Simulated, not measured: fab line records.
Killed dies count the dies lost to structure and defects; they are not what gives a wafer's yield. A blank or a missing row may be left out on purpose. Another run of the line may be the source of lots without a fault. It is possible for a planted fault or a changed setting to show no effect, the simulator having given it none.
The tool behind it: which one?	flow sky130	12 lots with 36 wafers sampled at 4 steps, on a route of 708 steps

WHAT THE GAUGES SHOWED, per wafer
SKY_VT_ADJUST_PCH_OVL_MEAS_07.
lot	measured	on	VT_ADJUST_PCH_OVL (nm)
L494	day 10 13:33	overlay-01	1.2 0.5 1.8
L496	day 10 22:09	overlay-01	0.1 1.1 2.3
L497	day 11 04:56	overlay-01	2.0 2.3 1.2
L498	day 11 15:53	overlay-02	0.2 -0.9 -0.5
L499	day 12 00:05	overlay-02	0.4 1.1 1.7
L503	day 13 04:41	overlay-01	-0.6 1.4 0.5
L504	day 13 11:53	overlay-01	1.5 1.5 1.0
L505	day 13 19:44	overlay-01	4.1 2.0 0.4
L507	day 14 08:29	overlay-01	2.2 0.6 2.9
L512	day 16 04:31	overlay-02	0.5 1.6 0.2
L513	day 16 16:41	overlay-01	0.3 0.6 -2.0
L517	day 17 17:09	overlay-01	0.9 0.9 0.5

SKY_SONOS_TUNNEL_CD_MEAS_07 targets a cd of 410 nm.
lot	measured	on	cd nm (nm)
L494	day 11 13:03	cd sem-02	409.1 407.2 411.6
L496	day 11 21:54	cd sem-02	409.4 408.5 407.3
L497	day 12 05:05	cd sem-01	412.1 412.0 410.6
L498	day 12 16:20	cd sem-01	415.6 414.1 414.5
L499	day 13 01:15	cd sem-01	408.2 409.7 411.8
L503	day 14 05:45	cd sem-01	411.2 411.0 411.1
L504	day 14 13:32	cd sem-01	409.6 410.1 407.5
L505	day 14 22:28	cd sem-01	409.2 411.7 410.7
L507	day 15 11:52	cd sem-01	410.7 411.7 409.2
L512	day 17 09:40	cd sem-01	381.5 383.7 383.1
L513	day 17 20:50	cd sem-02	378.6 380.2 379.6
L517	day 18 23:28	cd sem-01	413.4 413.0 412.5

WHAT TOOL EACH LOT RAN ON (gives the tool, then ch and the chambers of the sampled wafers, and finally the start)
lot	SKY_VT_ADJUST_PCH_STRIP_09	SKY_SONOS_TUNNEL_DEVELOP_06
L494	plasma asher-02 ch 0,1, day 10 13:44	litho track-02 ch 0, day 11 12:55
L496	plasma asher-04 ch 1, day 10 22:20	litho track-02 ch 0, day 11 21:46
L497	plasma asher-01 ch 0,1, day 11 05:08	litho track-03 ch 0, day 12 04:56
L498	plasma asher-01 ch 1, day 11 16:05	litho track-02 ch 0, day 12 16:11
L499	plasma asher-01 ch 0,1, day 12 00:16	litho track-03 ch 0, day 13 01:06
L503	plasma asher-01 ch 0,1, day 13 04:52	litho track-02 ch 0, day 14 05:37
L504	plasma asher-01 ch 0,1, day 13 12:05	litho track-04 ch 0, day 14 13:23
L505	plasma asher-02 ch 0,1, day 13 19:55	litho track-03 ch 0, day 14 21:54
L507	plasma asher-02 ch 0,1, day 14 08:40	litho track-04 ch 0, day 15 11:43
L512	plasma asher-04 ch 0,1, day 16 04:43	litho track-02 ch 0, day 17 09:29
L513	plasma asher-04 ch 0,1, day 16 16:52	litho track-02 ch 0, day 17 20:41
L517	plasma asher-04 ch 0,1, day 17 17:20	litho track-04 ch 0, day 18 23:19
- SKY_VT_ADJUST_PCH_STRIP_09: strips in O2/N2.
- SKY_SONOS_TUNNEL_DEVELOP_06: develop time 60 s.

AS READ BY THE TOOLS THEMSELVES (means over the sampled wafers that have a number; for cases with no such wafer, the mark the record gives instead)
SKY_VT_ADJUST_PCH_STRIP_09.
lot	tool	drypump motor current A (A)	n2 flow sccm (sccm)	oes product au (a.u.)	strip time to endpoint s (s)
L494	plasma asher-02	6.0	300.7	0.726	36.86
L496	plasma asher-04	6.1	301.1	0.726	36.94
L497	plasma asher-01	5.6	299.4	0.724	37.01
L498	plasma asher-01	5.9	299.9	0.726	36.86
L499	plasma asher-01	5.3	299.8	0.725	36.92
L503	plasma asher-01	5.6	299.9	0.725	37.16
L504	plasma asher-01	5.6	300.3	0.721	37.00
L505	plasma asher-02	6.0	299.3	0.720	36.89
L507	plasma asher-02	6.0	299.5	0.725	36.82
L512	plasma asher-04	6.2	299.3	0.722	37.08
L513	plasma asher-04	6.2	300.1	0.718	36.97
L517	plasma asher-04	6.2	300.5	0.722	36.98

THE ANSWER, worked out from the rows above alone
Rule: usual is defined by the lots themselves. The widest of any qualifying gaps counts: lots, ordered by their means at a reading, are off when they make up no more than a third of the lots, leave a main group of 4 or more, and stand apart from it by 3 or more times the standard deviation of that group's means. A main group is skipped when, at the precision printed for the reading in the tables above, its means are all equal. A lot without any number at a reading at which 4 lots or more have one is off too. Any other lot the step has rows for is counted as sound. After the gauges, taken in route order, come the tools' own readings; for these a lot's mean is taken, as printed above. The first step at which some lot is off is used, and at that step the reading that is off furthest; a lot without a number counts as furthest.
Off: L512, L513, at SKY_SONOS_TUNNEL_CD_MEAS_07 (cd nm). For the main group the mean is 410.8 nm and the standard deviation 1.8.
If a tool, at a process step before that reading, ran all the lots that are off and no sound lot after the first of them, it fits. Gauges at SKY_SONOS_TUNNEL_CD_MEAS_07: tried the same way as those tools. One candidate fits, namely litho track-02 at SKY_SONOS_TUNNEL_DEVELOP_06. A fault onset in the window from L503 (day 14 05:37, its last sound lot) to L512 (day 17 09:29, its first lot off) fits.

WHAT HAD BEEN PUT IN BY THE SIMULATOR
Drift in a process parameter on litho track-02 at SKY_SONOS_TUNNEL_DEVELOP_06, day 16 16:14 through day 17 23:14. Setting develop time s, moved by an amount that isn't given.
Shown lots that were struck: L512, L513. The same result came from the rule above.
